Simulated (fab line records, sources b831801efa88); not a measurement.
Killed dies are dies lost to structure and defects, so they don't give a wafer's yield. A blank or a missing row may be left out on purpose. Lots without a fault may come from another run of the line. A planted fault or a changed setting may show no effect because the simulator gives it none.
Which tool did it? | flow gf180mcu | 14 lots, 42 wafers sampled, at 6 steps of a route of 602

WHAT THE GAUGES READ, wafer by wafer
GF_NWELL_OVL_MEAS_07.
lot  | measured    | on         | NWELL_OVL (nm)
L947 | day 3 07:08 | overlay-02 | -2.4 -2.9 -2.4
L949 | day 3 20:29 | overlay-02 | -1.0 -0.8 -1.0
L950 | day 4 00:38 | overlay-02 | 0.3 -0.8 -0.2
L951 | day 4 07:13 | overlay-02 | -1.5 -0.6 -1.1
L952 | day 4 13:04 | overlay-01 | 1.8 0.1 1.7
L954 | day 5 01:17 | overlay-01 | -0.1 1.1 -0.5
L955 | day 5 06:04 | overlay-01 | 1.7 1.7 0.6
L956 | day 5 12:58 | overlay-02 | -0.7 2.8 1.0
L957 | day 5 16:29 | overlay-02 | -0.8 0.8 -0.8
L958 | day 5 21:31 | overlay-01 | -1.0 -1.2 -0.3
L960 | day 6 09:13 | overlay-02 | -2.1 -2.8 -1.5
L961 | day 6 13:55 | overlay-01 | - - -
L962 | day 6 20:14 | overlay-02 | - - -
L969 | day 8 06:58 | overlay-01 | 2.8 1.3 1.8

GF_NWELL_TW_MEAS_11.
lot  | measured    | on            | NWELL_TW
L947 | day 3 07:34 | film_metro-01 | 1574 1571 1579
L949 | day 3 20:55 | film_metro-03 | 1570 1576 1570
L950 | day 4 01:05 | film_metro-01 | 1579 1563 1570
L951 | day 4 07:40 | film_metro-01 | 1579 1571 1581
L952 | day 4 13:29 | film_metro-02 | 1559 1563 1555
L954 | day 5 01:43 | film_metro-01 | 1584 1581 1578
L955 | day 5 06:31 | film_metro-03 | 1564 1560 1561
L956 | day 5 13:23 | film_metro-03 | 1551 1558 1561
L957 | day 5 17:01 | film_metro-03 | 1568 1571 1560
L958 | day 5 21:58 | film_metro-02 | 1552 1559 1556
L960 | day 6 09:40 | film_metro-01 | 1566 1565 1574
L961 | day 6 14:22 | film_metro-01 | 30 30 30 30 30 30
L962 | day 6 20:40 | film_metro-01 | 30 30 30 30 30 30
L969 | day 8 07:25 | film_metro-03 | 1563 1565 1559

GF_LVPWELL_OVL_MEAS_07.
lot  | measured    | on         | LVPWELL_OVL (nm)
L947 | day 3 21:05 | overlay-01 | 0.4 -0.4 -0.2
L949 | day 4 09:58 | overlay-01 | -1.7 -1.2 0.1
L950 | day 4 14:22 | overlay-01 | 2.7 1.6 1.5
L951 | day 4 21:13 | overlay-02 | -1.4 -1.5 -1.2
L952 | day 5 03:28 | overlay-01 | 1.6 1.0 2.7
L954 | day 5 16:16 | overlay-01 | -0.5 2.8 -0.9
L955 | day 5 21:10 | overlay-01 | -0.8 -1.7 -1.7
L956 | day 6 04:13 | overlay-02 | 1.2 0.9 0.6
L957 | day 6 08:13 | overlay-01 | -0.9 -0.4 0.6
L958 | day 6 12:31 | overlay-01 | 1.6 0.2 1.4
L960 | day 7 00:47 | overlay-01 | 0.7 -1.1 -0.1
L969 | day 9 00:07 | overlay-01 | -0.7 0.1 -0.2

GF_VT_IMPLANT_TW_MEAS_21.
lot  | measured     | on            | VT_IMPLANT_2_TW
L947 | day 6 07:58  | film_metro-03 | 1207 1199 1204
L949 | day 6 23:22  | film_metro-04 | 1201 1209 1206
L950 | day 7 02:59  | film_metro-01 | 1207 1206 1207
L951 | day 7 10:19  | film_metro-01 | 1213 1204 1209
L952 | day 7 17:13  | film_metro-04 | 1221 1208 1207
L954 | day 8 08:17  | film_metro-04 | 1213 1215 1215
L955 | day 8 13:17  | film_metro-01 | 1220 1222 1214
L956 | day 8 21:40  | film_metro-01 | 1225 1218 1211
L957 | day 9 02:45  | film_metro-01 | 1223 1215 1220
L958 | day 9 06:37  | film_metro-01 | 1215 1213 1216
L960 | day 9 23:50  | film_metro-04 | 1211 1206 1206
L969 | day 12 02:04 | film_metro-03 | 1202 1201 1203

GF_VT_IMPLANT_OVL_MEAS_40.
lot  | measured     | on         | VT_IMPLANT_03_OVL (nm)
L947 | day 7 15:52  | overlay-02 | -1.0 0.0 -3.5
L949 | day 8 07:16  | overlay-02 | -0.7 0.5 1.4
L950 | day 8 11:07  | overlay-01 | -2.2 -0.2 -3.3
L951 | day 8 19:31  | overlay-01 | 0.2 1.0 -0.2
L952 | day 9 03:25  | overlay-01 | 1.3 3.1 3.4
L954 | day 10 00:10 | overlay-01 | 3.2 2.6 3.1
L955 | day 10 00:28 | overlay-01 | 0.5 0.4 -2.1
L956 | day 10 06:19 | overlay-02 | 1.6 -0.1 0.4
L957 | day 10 17:02 | overlay-02 | 1.1 -1.4 -0.2
L958 | day 10 17:49 | overlay-01 | -1.2 -0.4 1.4
L960 | day 11 12:11 | overlay-01 | 0.9 0.9 1.4
L969 | day 13 17:46 | overlay-02 | 0.3 -2.2 1.7

WHICH TOOL RAN EACH LOT (tool, then ch and the chambers of the sampled wafers, then the start)
lot  | GF_NWELL_DEVELOP_06
L947 | litho_track-01 ch 0, day 3 06:00
L949 | litho_track-03 ch 0, day 3 20:00
L950 | litho_track-01 ch 0, day 4 00:00
L951 | litho_track-01 ch 0, day 4 07:00
L952 | litho_track-04 ch 0, day 4 12:00
L954 | litho_track-03 ch 0, day 5 01:00
L955 | litho_track-01 ch 0, day 5 05:00
L956 | litho_track-04 ch 0, day 5 12:00
L957 | litho_track-01 ch 0, day 5 16:00
L958 | litho_track-04 ch 0, day 5 21:00
L960 | litho_track-04 ch 0, day 6 09:00
L961 | litho_track-01 ch 0, day 6 13:00
L962 | litho_track-01 ch 0, day 6 20:00
L969 | litho_track-03 ch 0, day 8 06:00
- GF_NWELL_DEVELOP_06: develop time 60 s.

WHAT THE TOOLS THEMSELVES READ (means of the sampled wafers that have a number; where no wafer has one, the mark that the record gives instead)
The record holds no such reading with a usual standard deviation.

THE ANSWER, worked out from the rows above alone
Rule: what is usual is taken from the lots themselves. Put in order of their means at a reading, lots are off if they are a third of the lots or fewer, leave a main group of 4 or more, and stand apart from it by a gap of 3 or more times the standard deviation of the main group's means; of several such gaps the widest counts. A main group whose means are all the same, to the digits that the tables above print for the reading, isn't used. A lot without any number at a reading at which 4 lots or more have one is off too. The other lots that the step has rows for count as sound. The gauges are gone through in route order, then the tools' own readings, and for those a lot's mean is taken as printed above. The first step at which some lot is off is used, and at that step the reading that is off furthest; a lot without a number counts as furthest.
Off: L961, L962, at GF_NWELL_OVL_MEAS_07 (NWELL_OVL). Without a number there: L961, L962. The main group: mean -0.2 nm, standard deviation 1.3.
A tool fits if, at a process step before that reading, it ran every lot that is off, and no sound lot after the first of them. The gauges at GF_NWELL_OVL_MEAS_07 aren't tried: what is off there is off at GF_NWELL_TW_MEAS_11 too, on other tools, and a gauge's error can't cause that. One fits: litho_track-01 at GF_NWELL_DEVELOP_06. Its last sound lot is L957 (day 5 16:00), its first lot that is off L961 (day 6 13:00): a fault that began between those two fits.

WHAT THE SIMULATOR HAD PUT IN
Process parameter drift: litho_track-01, from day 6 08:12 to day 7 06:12, at GF_NWELL_DEVELOP_06. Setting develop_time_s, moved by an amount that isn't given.
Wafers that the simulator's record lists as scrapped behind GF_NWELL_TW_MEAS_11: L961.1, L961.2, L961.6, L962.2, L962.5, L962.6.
Lots struck among those shown: L961, L962. The rule above found the same.
